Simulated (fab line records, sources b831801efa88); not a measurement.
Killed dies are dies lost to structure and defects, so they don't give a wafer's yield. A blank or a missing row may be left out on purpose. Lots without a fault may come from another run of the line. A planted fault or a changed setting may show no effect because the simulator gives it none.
One fault seen from 2 desks | flow sky130 | each desk has only its own numbers; what lay behind them comes last

THE TOOL OWNER'S DESK: cvd_w-01
The tool's own readings at SKY_VIA2_CVD_21 (deposits W, target thk 420 nm, time 126.4 s): means of the sampled wafers that have a number, for each lot that ran on this tool. A lot is out of limits, marked OUT, if its mean lies more than 4 standard deviations from the usual mean; the brackets give that distance.
Columns: A = chamber_pressure_Torr at SKY_VIA2_CVD_21, usual 39.99 Torr; B = heater_power_w at SKY_VIA2_CVD_21, usual 810 W
lot  | first seen here | A               | B
L758 | day 35 21:08    | 40.07           | 919
L763 | day 37 20:23    | 39.92           | 958
L765 | day 38 04:56    | 39.96           | 960
L768 | day 39 11:44    | 39.92           | 879
L778 | day 43 14:41    | 34.69 (-60) OUT | 876
L780 | day 43 14:59    | 34.65 (-60) OUT | 878
This desk's finding: out of limits on L778, L780; first on L778, day 43 14:41 (chamber_pressure_Torr at SKY_VIA2_CVD_21). In limits: L758, L763, L765, L768.

THE METROLOGY DESK
What the gauges read, lot by lot, whatever tool the lot ran on: means of the sampled wafers that have a number. A lot is out of limits, marked OUT, if its mean lies more than 4 standard deviations from the usual mean; the brackets give that distance.
Columns: A = VIA2_W_RS at SKY_VIA2_RS_MEAS_22, usual 0.2721 ohm/sq; B = VIA2_W_THK at SKY_VIA2_THK_MEAS_23, usual 430 nm
lot  | first seen here | A                 | B
L758 | day 35 21:16    | 0.2715            | 431
L760 | day 36 11:16    | 0.2729            | 432
L763 | day 37 20:31    | 0.2717            | 437
L764 | day 38 03:46    | 0.2718            | 425
L765 | day 38 05:05    | 0.2726            | 425
L766 | day 38 17:37    | 0.2697            | 442
L767 | day 38 21:46    | 0.2697            | 431
L768 | day 39 11:52    | 0.2726            | 438
L773 | day 40 18:25    | 0.2693            | 423
L778 | day 43 14:55    | 0.2964 (+9.0) OUT | 400 (-4.2) OUT
L780 | day 43 15:15    | 0.2943 (+8.2) OUT | 398 (-4.4) OUT
This desk's finding: out of limits on L778, L780; first on L778, day 43 14:55 (VIA2_W_RS at SKY_VIA2_RS_MEAS_22). In limits: L758, L760, L763, L764, L765, L766, L767, L768, L773.

PUT TOGETHER
The tool owner's desk could have raised an alarm at day 43 14:41, on L778, L780.
The metrology desk could have raised an alarm at day 43 14:55, on L778, L780.
Of the lots named, all ran SKY_VIA2_CVD_21 on cvd_w-01.

WHAT THE SIMULATOR HAD PUT IN
Process parameter drift: cvd_w-01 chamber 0, from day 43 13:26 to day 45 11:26, at SKY_VIA2_CVD_21. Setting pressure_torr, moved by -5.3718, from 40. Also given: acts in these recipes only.
Lots struck among those shown: L778, L780.
Hours from the fault's start to each desk's first reading out of limits: the tool owner's desk, 1; the metrology desk, 1.
